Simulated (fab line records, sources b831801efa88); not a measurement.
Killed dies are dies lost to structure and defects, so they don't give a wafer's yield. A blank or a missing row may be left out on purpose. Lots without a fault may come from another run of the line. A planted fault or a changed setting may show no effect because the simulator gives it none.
A struck lot beside a sound one | flow sky130 | 21 steps out of a route of 708
Sound: wafers L766.3, L766.5, L766.6. Struck: wafer L778.2. (L778.1, L778.6 of the same lot were not struck and are left out.) The cause comes at the end.
At each step with rows: each side's tool, then ch and its chambers, then its first start. Under that, the readings that differ: sound wafers | struck wafers | difference of the means | sigmas: that difference in standard deviations of wafers without a fault.
alike: readings whose means differ by less than 2 such deviations, and words and numbers that are the same on both sides. not compared: withheld readings, readings that some wafer has no value for, bounds like >300 that may hide the same value, and numbers for which the record gives no deviation and whose values overlap.
The two part at a step that has a row with sigmas, a row that says differs or no value, or rows on one side only. Numbers that don't overlap but have no deviation are shown without sigmas and don't part them. A reading that every wafer of one side lacks parts them only if that side has two wafers or more.

SKY_NWELL_OVL_MEAS_23:
  sound on overlay-02, day 5 21:26; struck on overlay-02, day 8 09:21
  alike: NWELL_01_OVL
then, 1 step without rows for these wafers: SKY_NWELL_IMPLANT_24.
SKY_NWELL_STRIP_25: strips in O2/N2.
  sound on plasma_asher-04 ch 0,1, day 5 21:38; struck on plasma_asher-01 ch 1, day 8 09:32
  reading                | sound | struck | difference                   | sigmas
  rf_hours_counter_h (h) | - - - | 6      | no value on the sound wafers |
  alike: drypump_motor_current_A, oes_product_au, strip_time_to_endpoint_s
SKY_NWELL_TW_MEAS_26:
  sound on film_metro-04, day 5 21:43; struck on film_metro-01, day 8 09:38
  alike: NWELL_2_TW
then, 1 step without rows for these wafers: SKY_NWELL_CLEAN_27 (cleans in SC1/SC2, time 150 s).
SKY_NWELL_RTA_28: time 30 s.
  sound on rtp_anneal-02 ch 0, day 5 21:52; struck on rtp_anneal-01 ch 0, day 8 09:45
  alike: lamp_power_pct, wafer_temp_C_max
SKY_NWELL_RS_MEAS_29: measures by four-point-probe.
  sound on film_metro-03, day 5 21:58; struck on film_metro-04, day 8 09:51
  alike: NWELL_RS
SKY_NWELL_RS_MEAS_31: measures by four-point-probe.
  sound on film_metro-03, day 5 22:12; struck on film_metro-04, day 8 10:05
  alike: PWDE_RS
then, 3 steps without rows for these wafers: SKY_VT_ADJUST_HVTP_DEHYDRATE_00 (time 60 s); SKY_VT_ADJUST_HVTP_HMDS_01 (prime time 60 s); SKY_VT_ADJUST_HVTP_COAT_02 (resist thk 1140 nm).
SKY_VT_ADJUST_HVTP_SOFTBAKE_03: time 60 s.
  sound on litho_track-02 ch 0, day 6 07:50; struck on litho_track-02 ch 0, day 8 20:50
  reading          | sound             | struck | difference | sigmas
  run_length_s (s) | 88.95 88.92 88.98 | 113.43 | +24.48     | +99 or more
  not compared: model.NOVOLAK_of_VT_ADJUST_HVTP_COAT_02.thk_nm
then, 2 steps without rows for these wafers: SKY_VT_ADJUST_HVTP_EXPOSE_04 (exposes mask HVTPM, target cd 380 nm); SKY_VT_ADJUST_HVTP_PEB_05.
SKY_VT_ADJUST_HVTP_DEVELOP_06: develop time 60 s.
  sound on litho_track-04 ch 0, day 6 17:04; struck on litho_track-04 ch 0, day 9 07:22
  not compared: model.NOVOLAK_of_VT_ADJUST_HVTP_COAT_02.thk_nm
SKY_VT_ADJUST_HVTP_CD_MEAS_07: target cd 380 nm.
  sound on cd_sem-01, day 6 17:13; struck on cd_sem-02, day 9 07:31
  alike: cd_nm
SKY_VT_ADJUST_HVTP_OVL_MEAS_08:
  sound on overlay-01, day 6 17:18; struck on overlay-02, day 9 07:38
  alike: VT_ADJUST_HVTP_OVL
then, 1 step without rows for these wafers: SKY_VT_ADJUST_HVTP_IMPLANT_09.
SKY_VT_ADJUST_HVTP_STRIP_10: strips in O2/N2.
  sound on plasma_asher-03 ch 0,1, day 6 17:31; struck on plasma_asher-03 ch 1, day 9 07:49
  reading                | sound | struck | difference                   | sigmas
  rf_hours_counter_h (h) | - - - | 39     | no value on the sound wafers |
  alike: drypump_motor_current_A, oes_product_au, strip_time_to_endpoint_s
SKY_VT_ADJUST_HVTP_TW_MEAS_11:
  sound on film_metro-03, day 6 17:35; struck on film_metro-01, day 9 07:55
  alike: VT_ADJUST_HVTP_TW
-- the record jumps here: 40 days lie between the struck wafers' starts before and after (it left off in module VT_ADJUST_HVTP and takes up again in module PAD_OPEN, whose first step shown is number 708 of the route) --
SKY_PAD_OPEN_PROBE_99:
  sound on prober-01, day 46 14:17; struck on prober-01, day 49 01:46
  alike: killed_at_M0_to_M3, killed_at_M4_up, killed_at_contacts, killed_at_front_end, killed_at_other, killed_dies, killed_open, killed_short

WHERE THEY PART
First at SKY_NWELL_STRIP_25; last, within this record, at SKY_VT_ADJUST_HVTP_STRIP_10. Later steps at which nothing parts them and some readings are alike: SKY_VT_ADJUST_HVTP_TW_MEAS_11, SKY_PAD_OPEN_PROBE_99.

WHY: what the simulator had put in
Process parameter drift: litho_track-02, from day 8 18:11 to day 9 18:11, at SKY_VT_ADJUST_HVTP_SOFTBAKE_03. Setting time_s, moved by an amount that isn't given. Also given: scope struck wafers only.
